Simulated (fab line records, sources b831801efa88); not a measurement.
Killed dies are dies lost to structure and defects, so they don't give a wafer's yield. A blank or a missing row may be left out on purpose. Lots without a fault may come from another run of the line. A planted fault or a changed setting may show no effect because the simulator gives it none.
fab line records | flow sky130
record lots=24 wafers=72 last_day=50
route steps=708 shown METAL3@534 VIA3@576 METAL4@598 CAP2M@607
lots that met no fault: from a run of the same line without faults
start_h: hours from the record's first day to the start of the lot's first wafer shown | wait_h: hours since the lot's step before | " the same as in the row above | L1.1+2: a row that stands for several wafers | - no value, or no start given | * or withheld: withheld | < > ~ a bound
route shown NAME@n: a module of which the file shows steps, and the number in the route of the first | usual: mean/standard deviation of fault-free wafers | same: alike in all rows | chamber/n: place in a boat | sites: the reading at each site | _std_site: their standard deviation | _edge_site: outer sites' mean less inner sites' | radius_mm: how far each site lies from the wafer's centre | mask NAME#n: copy n | behind: the tool/chamber that last shaped the wafer | hold: why the lot was held/for how many hours/how that ended | device: the transistor (n, p or np) that didn't switch | end of line: the same wafers' tests at the end of the route | a step without rows: its recipe alone | killed: dies lost to structure and defects at the first sort, not the wafer's yield | map: a wafer's dies, x killed, . not, _ none there
set.NAME: the setting as run; set.NAME@STEP: as run at that earlier step | model.NAME: the simulator's own value behind a step, which no gauge read
steps of the route over a sample of lots; a table a step, a row a wafer
services: from which hour (start_h, from the record's first day; less than 0 if before it) a tool's chamber was out of use, for how many hours, and why
## steps
# step SKY_METAL3_SPUTTER_02
# recipe material=AlCu target_thk_nm=735 power_w=10600 time_s=39.1 chamber_pressure_pa=0.4
# usual throttle_valve_pct=30.2/1.3
# columns lot.wafer tool chamber start_h wait_h throttle_valve_pct
L074.3 pvd_sputter-01 - 843.05 0.0 30.0
L074.4 " - " " 29.4
L074.6 " - " " 29.4
L075.2 pvd_sputter-02 - 855.79 0.0 29.3
L075.4 " - " " 31.9
L075.5 " - " " 30.6
L076.3 pvd_sputter-04 - 863.38 0.0 30.0
L076.5 " - " " 28.5
L076.6 " - " " 29.9
L077.1 pvd_sputter-01 - 868.31 0.0 31.7
L077.4 " - " " 30.4
L077.6 " - " " 30.4
L078.1 pvd_sputter-04 - 886.26 0.0 29.7
L078.3 " - " " 29.8
L078.4 " - " " 28.7
L079.1 pvd_sputter-04 - 890.20 0.0 29.6
L079.5 " - " " 29.5
L079.6 " - " " 30.0
L080.2 pvd_sputter-04 - 894.07 0.0 29.7
L080.3 " - " " 28.8
L080.5 " - " " 29.5
L081.2 pvd_sputter-04 - 906.07 0.0 28.3
L081.4 " - " " 29.7
L081.5 " - " " 29.6
L082.3 pvd_sputter-02 - 907.98 0.0 30.6
L082.4 " - " " 31.7
L082.6 " - " " 31.6
L083.3 pvd_sputter-02 - 913.65 0.0 32.5
L083.5 " - " " 29.4
L083.6 " - " " 31.7
L084.2 pvd_sputter-02 - 929.80 0.0 29.4
L084.3 " - " " 31.7
L084.6 " - " " 30.5
L085.1 pvd_sputter-01 - 930.56 0.0 30.2
L085.5 " - " " 30.4
L085.6 " - " " 30.2
L086.1 pvd_sputter-02 - 939.87 0.0 31.8
L086.4 " - " " 33.1
L086.5 " - " " 31.2
L087.2 pvd_sputter-01 - 943.26 0.0 31.9
L087.3 " - " " 30.3
L087.6 " - " " 30.5
L088.3 pvd_sputter-01 - 947.30 0.0 30.2
L088.5 " - " " 29.5
L088.6 " - " " 30.4
L089.3 pvd_sputter-01 - 955.20 0.0 29.1
L089.5 " - " " 31.7
L089.6 " - " " 29.3
L090.1 pvd_sputter-01 - 965.59 0.0 30.6
L090.4 " - " " 29.4
L090.5 " - " " 29.2
L091.1 pvd_sputter-02 - 978.96 0.0 30.9
L091.2 " - " " 29.4
L091.4 " - " " 31.8
L092.2 pvd_sputter-04 - 988.17 0.0 28.5
L092.4 " - " " 30.0
L092.6 " - " " 29.6
L093.1 pvd_sputter-04 - 991.05 0.0 28.5
L093.2 " - " " 28.7
L093.6 " - " " 29.4
L094.1 pvd_sputter-04 - 992.95 0.0 30.0
L094.3 " - " " 28.3
L094.6 " - " " 28.4
L095.1 pvd_sputter-04 - 993.66 0.0 28.4
L095.4 " - " " 29.9
L095.6 " - " " 28.5
L096.1 pvd_sputter-02 - 999.36 0.0 31.6
L096.2 " - " " 30.6
L096.3 " - " " 32.8
L097.2 pvd_sputter-02 - 1003.12 0.0 30.5
L097.5 " - " " 33.1
L097.6 " - " " 30.2
# step SKY_VIA3_BOW_MEAS_03
# recipe mode=bow
# usual VIA3_BOW=80/7.3
# columns lot.wafer tool chamber start_h wait_h VIA3_BOW[um]
L074.3 film_metro-04 - 897.45 0.2 78
L074.4 " - " " 81
L074.6 " - " " 80
L075.2 film_metro-03 - 909.82 0.3 77
L075.4 " - " " 86
L075.5 " - " " 91
L076.3 film_metro-03 - 916.27 0.2 86
L076.5 " - " " 82
L076.6 " - " " 83
L077.1 film_metro-04 - 921.30 0.2 87
L077.4 " - " " 96
L077.6 " - " " 77
L078.1 film_metro-04 - 937.93 0.2 83
L078.3 " - " " 76
L078.4 " - " " 90
L079.1 film_metro-04 - 942.33 0.3 81
L079.5 " - " " 70
L079.6 " - " " 68
L080.2 film_metro-02 - 945.73 0.1 83
L080.3 " - " " 86
L080.5 " - " " 75
L081.2 film_metro-04 - 958.07 0.2 83
L081.4 " - " " 75
L081.5 " - " " 81
L082.3 film_metro-03 - 959.31 0.2 64
L082.4 " - " " 70
L082.6 " - " " 66
L083.3 film_metro-04 - 964.02 0.1 71
L083.5 " - " " 80
L083.6 " - " " 74
L084.2 film_metro-02 - 978.91 0.2 83
L084.3 " - " " 84
L084.6 " - " " 81
L085.1 film_metro-03 - 981.63 0.1 84
L085.5 " - " " 74
L085.6 " - " " 74
L086.1 film_metro-02 - 990.71 0.2 73
L086.4 " - " " 69
L086.5 " - " " 71
L087.2 film_metro-02 - 994.44 0.2 75
L087.3 " - " " 78
L087.6 " - " " 76
L088.3 film_metro-04 - 997.29 0.3 79
L088.5 " - " " 81
L088.6 " - " " 82
L089.3 film_metro-02 - 1005.02 0.2 85
L089.5 " - " " 75
L089.6 " - " " 91
L090.1 film_metro-02 - 1015.61 0.2 87
L090.4 " - " " 88
L090.5 " - " " 83
L091.1 film_metro-02 - 1028.17 0.2 88
L091.2 " - " " 74
L091.4 " - " " 89
L092.2 film_metro-04 - 1036.75 0.2 78
L092.4 " - " " 69
L092.6 " - " " 78
L093.1 film_metro-04 - 1039.73 0.2 87
L093.2 " - " " 83
L093.6 " - " " 80
L094.1 film_metro-04 - 1042.29 0.2 78
L094.3 " - " " 72
L094.6 " - " " 80
L095.1 film_metro-03 - 1043.17 0.1 82
L095.4 " - " " 88
L095.6 " - " " 73
L096.1 film_metro-03 - 1047.67 0.1 89
L096.2 " - " " 90
L096.3 " - " " 88
L097.2 film_metro-04 - 1050.43 0.3 89
L097.5 " - " " 64
L097.6 " - " " 81
# step SKY_VIA3_CD_MEAS_12
# recipe target_cd_nm=200
# usual cd_nm=199.5/1.5
# columns lot.wafer tool chamber start_h wait_h cd_nm
L074.3 cd_sem-01 - 922.29 - 199.8
L074.4 " - " " 199.3
L074.6 " - " " 199.4
L075.2 cd_sem-02 - 934.76 - 197.0
L075.4 " - " " 196.9
L075.5 " - " " 198.5
L076.3 cd_sem-01 - 940.33 - 201.9
L076.5 " - " " 202.8
L076.6 " - " " 202.7
L077.1 cd_sem-02 - 946.08 - 199.6
L077.4 " - " " 199.7
L077.6 " - " " 197.5
L078.1 cd_sem-02 - 961.64 - 199.7
L078.3 " - " " 198.2
L078.4 " - " " 199.8
L079.1 cd_sem-01 - 965.95 - 201.0
L079.5 " - " " 202.0
L079.6 " - " " 201.0
L080.2 cd_sem-02 - 969.51 - 199.7
L080.3 " - " " 200.4
L080.5 " - " " 200.2
L081.2 cd_sem-02 - 981.77 - 199.7
L081.4 " - " " 199.1
L081.5 " - " " 199.2
L082.3 cd_sem-01 - 983.44 - 201.0
L082.4 " - " " 201.1
L082.6 " - " " 200.3
L083.3 cd_sem-01 - 988.79 - 201.6
L083.5 " - " " 201.1
L083.6 " - " " 201.2
L084.2 cd_sem-02 - 1002.25 - 199.8
L084.3 " - " " 199.1
L084.6 " - " " 197.2
L085.1 cd_sem-02 - 1004.75 - 200.0
L085.5 " - " " 200.3
L085.6 " - " " 200.1
L086.1 cd_sem-02 - 1014.35 - 198.8
L086.4 " - " " 197.8
L086.5 " - " " 196.5
L087.2 cd_sem-02 - 1017.32 - 197.5
L087.3 " - " " 198.9
L087.6 " - " " 198.8
L088.3 cd_sem-01 - 1020.72 - 198.8
L088.5 " - " " 199.2
L088.6 " - " " 197.4
L089.3 cd_sem-01 - 1028.62 - 200.4
L089.5 " - " " 199.8
L089.6 " - " " 201.3
L090.1 cd_sem-02 - 1038.95 - 200.3
L090.4 " - " " 201.3
L090.5 " - " " 199.3
L091.1 cd_sem-01 - 1050.53 - 200.4
L091.2 " - " " 199.9
L091.4 " - " " 201.3
L092.2 cd_sem-02 - 1058.47 - 200.7
L092.4 " - " " 198.7
L092.6 " - " " 198.4
L093.1 cd_sem-02 - 1061.38 - 199.5
L093.2 " - " " 201.0
L093.6 " - " " 199.9
L094.1 cd_sem-02 - 1063.90 - 196.3
L094.3 " - " " 197.9
L094.6 " - " " 195.5
L095.1 cd_sem-01 - 1064.85 - 195.4
L095.4 " - " " 195.4
L095.6 " - " " 197.3
L096.1 cd_sem-01 - 1069.15 - 198.1
L096.2 " - " " 197.2
L096.3 " - " " 198.2
L097.2 cd_sem-02 - 1071.91 - 200.6
L097.5 " - " " 200.7
L097.6 " - " " 199.9
# step SKY_VIA3_THK_MEAS_23
# recipe thk_meas_gauge=xrf reads=W_of_VIA3_CVD_21
# usual VIA3_W_THK=377/4.8
# columns lot.wafer tool chamber start_h wait_h VIA3_W_THK[nm]
L074.3 film_metro-03 - 923.47 0.1 388
L074.4 " - " " 380
L074.6 " - " " 391
L075.2 film_metro-03 - 936.03 0.1 374
L075.4 " - " " 377
L075.5 " - " " 375
L076.3 film_metro-04 - 941.46 0.1 373
L076.5 " - " " 373
L076.6 " - " " 365
L077.1 film_metro-02 - 947.28 0.1 378
L077.4 " - " " 381
L077.6 " - " " 379
L078.1 film_metro-02 - 962.80 0.1 377
L078.3 " - " " 377
L078.4 " - " " 377
L079.1 film_metro-04 - 967.16 0.1 374
L079.5 " - " " 375
L079.6 " - " " 378
L080.2 film_metro-02 - 970.78 0.1 371
L080.3 " - " " 373
L080.5 " - " " 380
L081.2 film_metro-04 - 982.92 0.1 375
L081.4 " - " " 377
L081.5 " - " " 374
L082.3 film_metro-03 - 984.58 0.1 372
L082.4 " - " " 375
L082.6 " - " " 378
L083.3 film_metro-03 - 989.93 0.1 375
L083.5 " - " " 375
L083.6 " - " " 380
L084.2 film_metro-03 - 1003.39 0.1 379
L084.3 " - " " 384
L084.6 " - " " 376
L085.1 film_metro-02 - 1005.95 0.1 381
L085.5 " - " " 379
L085.6 " - " " 377
L086.1 film_metro-03 - 1015.60 0.1 383
L086.4 " - " " 385
L086.5 " - " " 388
L087.2 film_metro-02 - 1018.54 0.1 380
L087.3 " - " " 375
L087.6 " - " " 370
L088.3 film_metro-04 - 1021.88 0.1 368
L088.5 " - " " 367
L088.6 " - " " 374
L089.3 film_metro-04 - 1029.80 0.1 375
L089.5 " - " " 370
L089.6 " - " " 369
L090.1 film_metro-03 - 1040.11 0.1 378
L090.4 " - " " 377
L090.5 " - " " 379
L091.1 film_metro-03 - 1051.71 0.1 381
L091.2 " - " " 373
L091.4 " - " " 380
L092.2 film_metro-03 - 1059.62 0.1 378
L092.4 " - " " 376
L092.6 " - " " 379
L093.1 film_metro-03 - 1062.63 0.1 376
L093.2 " - " " 374
L093.6 " - " " 378
L094.1 film_metro-02 - 1065.06 0.1 387
L094.3 " - " " 386
L094.6 " - " " 381
L095.1 film_metro-04 - 1066.04 0.1 375
L095.4 " - " " 379
L095.6 " - " " 385
L096.1 film_metro-02 - 1070.31 0.1 386
L096.2 " - " " 378
L096.3 " - " " 381
L097.2 film_metro-03 - 1073.06 0.1 371
L097.5 " - " " 378
L097.6 " - " " 371
# step SKY_METAL4_SPUTTER_00
# recipe material=Ti target_thk_nm=15 power_w=3000 time_s=10 chamber_pressure_pa=0.4
# usual throttle_valve_pct=29.6/0.97
# columns lot.wafer tool chamber start_h wait_h throttle_valve_pct
L074.3 pvd_sputter-03 - 923.81 0.2 28.7
L074.4 " - " " 28.4
L074.6 " - " " 28.9
L075.2 pvd_sputter-04 - 936.38 0.2 28.6
L075.4 " - " " 30.0
L075.5 " - " " 28.5
L076.3 pvd_sputter-03 - 941.80 0.1 30.1
L076.5 " - " " 30.3
L076.6 " - " " 28.2
L077.1 pvd_sputter-04 - 947.64 0.2 29.7
L077.4 " - " " 28.5
L077.6 " - " " 28.2
L078.1 pvd_sputter-01 - 963.16 0.2 31.6
L078.3 " - " " 30.4
L078.4 " - " " 29.3
L079.1 pvd_sputter-01 - 967.52 0.2 29.3
L079.5 " - " " 30.2
L079.6 " - " " 29.3
L080.2 pvd_sputter-01 - 971.13 0.1 29.1
L080.3 " - " " 30.2
L080.5 " - " " 31.7
L081.2 pvd_sputter-01 - 983.27 0.1 30.5
L081.4 " - " " 30.3
L081.5 " - " " 30.8
L082.3 pvd_sputter-04 - 984.92 0.2 29.9
L082.4 " - " " 29.5
L082.6 " - " " 30.2
L083.3 pvd_sputter-03 - 990.27 0.1 30.3
L083.5 " - " " 30.2
L083.6 " - " " 28.5
L084.2 pvd_sputter-04 - 1003.74 0.2 28.4
L084.3 " - " " 29.8
L084.6 " - " " 28.5
L085.1 pvd_sputter-01 - 1006.31 0.2 30.3
L085.5 " - " " 30.4
L085.6 " - " " 30.5
L086.1 pvd_sputter-04 - 1015.96 0.2 28.5
L086.4 " - " " 29.7
L086.5 " - " " 28.2
L087.2 pvd_sputter-01 - 1018.89 0.2 29.2
L087.3 " - " " 30.4
L087.6 " - " " 30.5
L088.3 pvd_sputter-04 - 1022.22 0.2 29.5
L088.5 " - " " 29.6
L088.6 " - " " 28.3
L089.3 pvd_sputter-04 - 1030.14 0.1 28.5
L089.5 " - " " 28.7
L089.6 " - " " 29.8
L090.1 pvd_sputter-01 - 1040.47 0.1 30.2
L090.4 " - " " 29.5
L090.5 " - " " 30.3
L091.1 pvd_sputter-01 - 1052.07 0.1 30.3
L091.2 " - " " 31.9
L091.4 " - " " 29.4
L092.2 pvd_sputter-01 - 1060.12 0.2 29.2
L092.4 " - " " 30.3
L092.6 " - " " 31.8
L093.1 pvd_sputter-04 - 1063.29 0.2 28.5
L093.2 " - " " 29.5
L093.6 " - " " 29.8
L094.1 pvd_sputter-04 - 1065.42 0.1 30.0
L094.3 " - " " 28.6
L094.6 " - " " 28.4
L095.1 pvd_sputter-04 - 1067.22 0.2 28.5
L095.4 " - " " 30.0
L095.6 " - " " 29.9
L096.1 pvd_sputter-04 - 1070.67 0.2 29.4
L096.2 " - " " 28.4
L096.3 " - " " 30.0
L097.2 pvd_sputter-03 - 1073.41 0.1 30.0
L097.5 " - " " 30.3
L097.6 " - " " 28.5
# step SKY_CAP2M_THK_MEAS_04
# recipe thk_meas_gauge=xrf reads=TiN_of_CAP2M_SPUTTER_02
# usual CAP2M_TIN_THK=199.7/2.5
# columns lot.wafer tool chamber start_h wait_h CAP2M_TIN_THK[nm]
L074.3 film_metro-01 - 924.30 0.1 202.2
L074.4 " - " " 198.6
L074.6 " - " " 200.2
L075.2 film_metro-01 - 936.86 0.1 201.9
L075.4 " - " " 200.9
L075.5 " - " " 201.7
L076.3 film_metro-04 - 942.29 0.1 204.0
L076.5 " - " " 202.8
L076.6 " - " " 204.4
L077.1 film_metro-01 - 948.15 0.1 196.4
L077.4 " - " " 197.2
L077.6 " - " " 197.5
L078.1 film_metro-04 - 963.62 0.1 201.1
L078.3 " - " " 203.0
L078.4 " - " " 204.4
L079.1 film_metro-04 - 967.99 0.1 198.0
L079.5 " - " " 198.2
L079.6 " - " " 200.7
L080.2 film_metro-04 - 971.60 0.1 205.0
L080.3 " - " " 205.0
L080.5 " - " " 205.8
L081.2 film_metro-04 - 983.75 0.1 201.1
L081.4 " - " " 204.4
L081.5 " - " " 201.8
L082.3 film_metro-04 - 985.40 0.1 196.2
L082.4 " - " " 195.1
L082.6 " - " " 195.8
L083.3 film_metro-04 - 990.76 0.1 196.3
L083.5 " - " " 194.5
L083.6 " - " " 199.2
L084.2 film_metro-03 - 1004.22 0.1 200.5
L084.3 " - " " 199.2
L084.6 " - " " 198.9
L085.1 film_metro-01 - 1006.77 0.1 197.1
L085.5 " - " " 198.0
L085.6 " - " " 197.4
L086.1 film_metro-04 - 1016.42 0.1 196.2
L086.4 " - " " 197.5
L086.5 " - " " 197.8
L087.2 film_metro-01 - 1019.36 0.1 202.2
L087.3 " - " " 201.3
L087.6 " - " " 201.4
L088.3 film_metro-04 - 1022.70 0.1 196.3
L088.5 " - " " 197.9
L088.6 " - " " 196.5
L089.3 film_metro-04 - 1030.62 0.1 200.5
L089.5 " - " " 198.7
L089.6 " - " " 197.7
L090.1 film_metro-04 - 1040.93 0.1 198.6
L090.4 " - " " 199.1
L090.5 " - " " 198.5
L091.1 film_metro-04 - 1052.54 0.1 200.3
L091.2 " - " " 200.2
L091.4 " - " " 199.4
L092.2 film_metro-03 - 1060.60 0.1 197.7
L092.4 " - " " 196.0
L092.6 " - " " 197.2
L093.1 film_metro-04 - 1063.75 0.1 199.7
L093.2 " - " " 199.0
L093.6 " - " " 197.1
L094.1 film_metro-01 - 1065.89 0.1 197.5
L094.3 " - " " 197.6
L094.6 " - " " 200.1
L095.1 film_metro-03 - 1067.69 0.1 200.5
L095.4 " - " " 202.2
L095.6 " - " " 201.5
L096.1 film_metro-03 - 1071.14 0.1 202.6
L096.2 " - " " 199.3
L096.3 " - " " 202.1
L097.2 film_metro-03 - 1073.89 0.1 200.8
L097.5 " - " " 201.0
L097.6 " - " " 201.6
## services
# columns tool chamber start_h hours kind
pvd_sputter-03 - 832.97 0.5 repair
pvd_sputter-04 1 883.01 - consumable_replace:kit
pvd_sputter-04 1 883.01 18.0 scheduled_down
pvd_sputter-04 1 883.01 18.0 vent_cycle
pvd_sputter-02 - 894.16 0.6 repair
pvd_sputter-01 - 898.87 9.4 repair
pvd_sputter-03 - 900.35 0.5 repair
pvd_sputter-01 0 917.28 - consumable_replace:kit
pvd_sputter-01 0 917.28 18.0 scheduled_down
pvd_sputter-01 0 917.28 18.0 vent_cycle
pvd_sputter-02 0 979.07 - consumable_replace:kit
pvd_sputter-04 0 991.16 - consumable_replace:kit
pvd_sputter-04 0 991.16 18.0 scheduled_down
pvd_sputter-04 0 991.16 18.0 vent_cycle
pvd_sputter-04 - 1001.35 0.5 repair
pvd_sputter-03 - 1045.74 27.6 repair
pvd_sputter-01 - 1048.09 1.4 repair
pvd_sputter-03 - 1055.87 2.5 repair
pvd_sputter-01 3 1067.57 - consumable_replace:kit
pvd_sputter-01 3 1067.57 18.0 scheduled_down
pvd_sputter-01 3 1067.57 18.0 vent_cycle
pvd_sputter-04 3 1070.82 - consumable_replace:kit
pvd_sputter-04 3 1070.82 18.0 scheduled_down
pvd_sputter-04 3 1070.82 18.0 vent_cycle
## key
fault none
